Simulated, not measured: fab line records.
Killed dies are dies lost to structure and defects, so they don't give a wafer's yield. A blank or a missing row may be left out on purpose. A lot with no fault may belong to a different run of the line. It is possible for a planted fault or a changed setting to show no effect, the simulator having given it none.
Struck lot and sound lot, side by side / flow sky130 / 43 out of 708 route steps
Sound: wafers L770.1, L770.3, L770.4. Wafers L767.1, L767.2, L767.5 were the ones struck. The cause is given at the end.
Order at every step that has rows: each side's tool, ch and its chambers, its first start. Under that, the readings that differ: sound wafers / struck wafers / difference of the means / sigmas: that difference in standard deviations of wafers without a fault.
alike: a reading whose means differ by less than 2 such deviations, as well as words and numbers matching on both sides. not compared: withheld readings; readings where some wafer has no value; bounds like >300 that might hide an equal value; numbers whose values overlap and for which the record gives no deviation.
The two part at a step that has a row with sigmas, a row that says differs or no value, or rows on one side only. When numbers do not overlap yet have no deviation, they are printed without sigmas and do not part them. Lack of a reading on every wafer of one side parts them only where that side has two or more wafers.

first, 1 step without rows for these wafers: SKY_FIELD_ISO_ETCH_14 (etches BARC in N2/H2, stops on SiO2, time 45.9 s, target depth 60 nm).
SKY_FIELD_ISO_ETCH_15: etches the open film in CHF3/O2, stops on Si, target depth 180 nm, time 72 s.
  sound on rie_diel-04 ch 0,1,3, day 5 09:55; struck on rie_diel-03 ch 0,1,3, day 4 13:43
  alike: O2_flow_sccm, drypump_motor_current_A, oes_product_au, throttle_valve_pct
  not compared: rf_hours_counter_h
then, 1 step without rows for these wafers: SKY_FIELD_ISO_STRIP_16 (strips in O2/N2).
SKY_FIELD_ISO_ETCH_17: etches Si in HBr/Cl2/O2, target depth 342 nm, time 97.7 s.
  sound on rie_si-01 ch 0,1,3, day 5 10:05; struck on rie_si-01 ch 0,3, day 4 13:52
  alike: HBr_flow_sccm, O2_flow_sccm, drypump_motor_current_A, oes_product_au, throttle_valve_pct
  not compared: rf_hours_counter_h
then, 5 steps without rows for these wafers: SKY_FIELD_ISO_WET_ETCH_18 (etches Si3N4 in H3PO4, target depth 25 nm, time 286 s); SKY_FIELD_ISO_CLEAN_19 (cleans in SC1/SC2, time 150 s); SKY_FIELD_ISO_CLEAN_20 (cleans in dHF, time 20 s); SKY_FIELD_ISO_WET_ETCH_21 (etches SiO2 in dHF, target depth 20 nm, time 400 s); SKY_FIELD_ISO_OXIDATION_22 (stabilise 600 s, purge 300 s, target thk 10 nm).
SKY_FIELD_ISO_THK_MEAS_23:
  sound: film_metro-03 at day 5 11:38; struck: film_metro-02 at day 4 16:28
  alike: FIELD_ISO_OXIDATION_01_THK
then, 1 step without rows for these wafers: SKY_FIELD_ISO_CVD_24 (deposits SiO2, target thk 595 nm, time 99.2 s).
SKY_FIELD_ISO_THK_MEAS_25:
  sound: film_metro-01 at day 5 11:47; struck: film_metro-03 at day 4 16:35
  alike: FIELD_ISO_CVD_24_THK
SKY_FIELD_ISO_ANNEAL_26: time 1800 s.
  sound on furnace-01 ch 0, day 5 11:50; struck on furnace-02 ch 0, day 4 16:39
reading=zone_power_top_pct (%); sound=45 45 46; struck=36 36 36; difference=-9; sigmas=-2
SKY_FIELD_ISO_CMP_27: polishes, stops on Si3N4, t overpolish 16 s, target thk 457.8 nm.
  sound on cmp-01 ch 1,2,3, day 5 13:20; struck on cmp-01 ch 1,3, day 4 18:09
  alike: motor_current_A, overpolish_run_s, time_to_endpoint_s
then, 5 steps without rows for these wafers: SKY_FIELD_ISO_WET_ETCH_28 (etches SiO2 in dHF, target depth 23.7 nm, time 49.13 s); SKY_FIELD_ISO_WET_ETCH_29 (etches Si3N4 in H3PO4, target depth 160 nm, time 1825 s); SKY_FIELD_ISO_WET_ETCH_30 (etches SiO2 in dHF, target depth 25 nm, time 50 s); SKY_NWELL_CLEAN_00 (cleans in SC1/SC2, time 150 s); SKY_NWELL_OXIDATION_01 (stabilise 600 s, purge 300 s, target thk 10 nm).
SKY_NWELL_THK_MEAS_02:
  sound: film_metro-04 at day 5 16:23; struck: film_metro-04 at day 4 21:56
  alike: NWELL_OXIDATION_THK
then, 8 steps without rows for these wafers: SKY_DNWELL_DEHYDRATE_00 (time 60 s); SKY_DNWELL_HMDS_01 (prime time 60 s); SKY_DNWELL_COAT_02 (resist thk 3000 nm); SKY_DNWELL_SOFTBAKE_03; SKY_DNWELL_EXPOSE_04 (exposes mask DNM, target cd 3000 nm); SKY_DNWELL_PEB_05; SKY_DNWELL_DEVELOP_06 (develop time 60 s); SKY_DNWELL_IMPLANT_07.
SKY_DNWELL_STRIP_08: strips in O2/N2.
  sound on plasma_asher-03 ch 0,1, day 6 10:47; struck on plasma_asher-04 ch 0,1, day 5 16:23
  alike: drypump_motor_current_A, oes_product_au, strip_time_to_endpoint_s
  not compared: rf_hours_counter_h
SKY_DNWELL_TW_MEAS_09:
  sound: film_metro-02 at day 6 10:53; struck: film_metro-02 at day 5 16:29
  alike: DNWELL_TW
then, 7 steps without rows for these wafers: SKY_PWDE_DEHYDRATE_00 (time 60 s); SKY_PWDE_HMDS_01 (prime time 60 s); SKY_PWDE_COAT_02 (resist thk 3000 nm); SKY_PWDE_SOFTBAKE_03; SKY_PWDE_EXPOSE_04 (exposes mask PWDEM, target cd 840 nm); SKY_PWDE_PEB_05; SKY_PWDE_DEVELOP_06 (develop time 60 s).
SKY_PWDE_OVL_MEAS_07:
  sound: overlay-01 at day 7 04:37; struck: overlay-01 at day 6 10:45
  alike: PWDE_OVL
next, for these wafers, 1 step has no rows: SKY_PWDE_IMPLANT_08.
SKY_PWDE_STRIP_09: strips in O2/N2.
  sound on plasma_asher-02 ch 0,1, day 7 04:47; struck on plasma_asher-04 ch 0,1, day 6 10:56
  alike: drypump_motor_current_A, oes_product_au, strip_time_to_endpoint_s
  not compared: rf_hours_counter_h
SKY_PWDE_TW_MEAS_10:
  sound: film_metro-02 at day 7 04:53; struck: film_metro-04 at day 6 11:02
  alike: PWDE_TW
then, 1 step without rows for these wafers: SKY_NWELL_DEHYDRATE_03 (time 60 s).
-- the record jumps here: 42 days lie between the struck wafers' starts before and after (it left off in module NWELL and takes up again in module PAD_OPEN, whose first step shown is number 708 of the route) --
SKY_PAD_OPEN_PROBE_99:
  sound: prober-01 at day 49 10:17; struck: prober-01 at day 48 11:11
reading=model.etest.diode_nwell_sub.leak_log10_a_cm2; sound=-7.243 -7.423 -7.485; struck=-6.782 -6.704 -6.786; difference=+0.626; sigmas=
reading=model.etest.diode_dnwell_sub.leak_log10_a_cm2; sound=-7.071 -7.361 -7.204; struck=-6.563 -6.945 -6.923; difference=+0.402; sigmas=
reading=model.etest.diode_pwell_dnwell.leak_log10_a_cm2; sound=-7.617 -7.546 -7.603; struck=-6.89 -7.18 -7.157; difference=+0.51; sigmas=
reading=model.etest.nfet_16v.off_log10_a_um; sound=-13.98 -13.77 -13.88; struck=-13.65 -13.64 -13.66; difference=+0.23; sigmas=
  alike: killed_at_M0_to_M3, killed_at_M4_up, killed_at_contacts, killed_at_front_end, killed_at_other, killed_dies, killed_open, killed_short
  not compared: model.etest.cap_ono.gate_bv_v, model.etest.pfet_16v.off_log10_a_um

WHERE THEY PART
Only at SKY_FIELD_ISO_ANNEAL_26, within this record. Later steps at which nothing parts them and some readings are alike: SKY_FIELD_ISO_CMP_27, SKY_NWELL_THK_MEAS_02, SKY_DNWELL_STRIP_08, SKY_DNWELL_TW_MEAS_09, SKY_PWDE_OVL_MEAS_07, SKY_PWDE_STRIP_09, SKY_PWDE_TW_MEAS_10, SKY_PAD_OPEN_PROBE_99.

WHY: whatever the simulator had introduced
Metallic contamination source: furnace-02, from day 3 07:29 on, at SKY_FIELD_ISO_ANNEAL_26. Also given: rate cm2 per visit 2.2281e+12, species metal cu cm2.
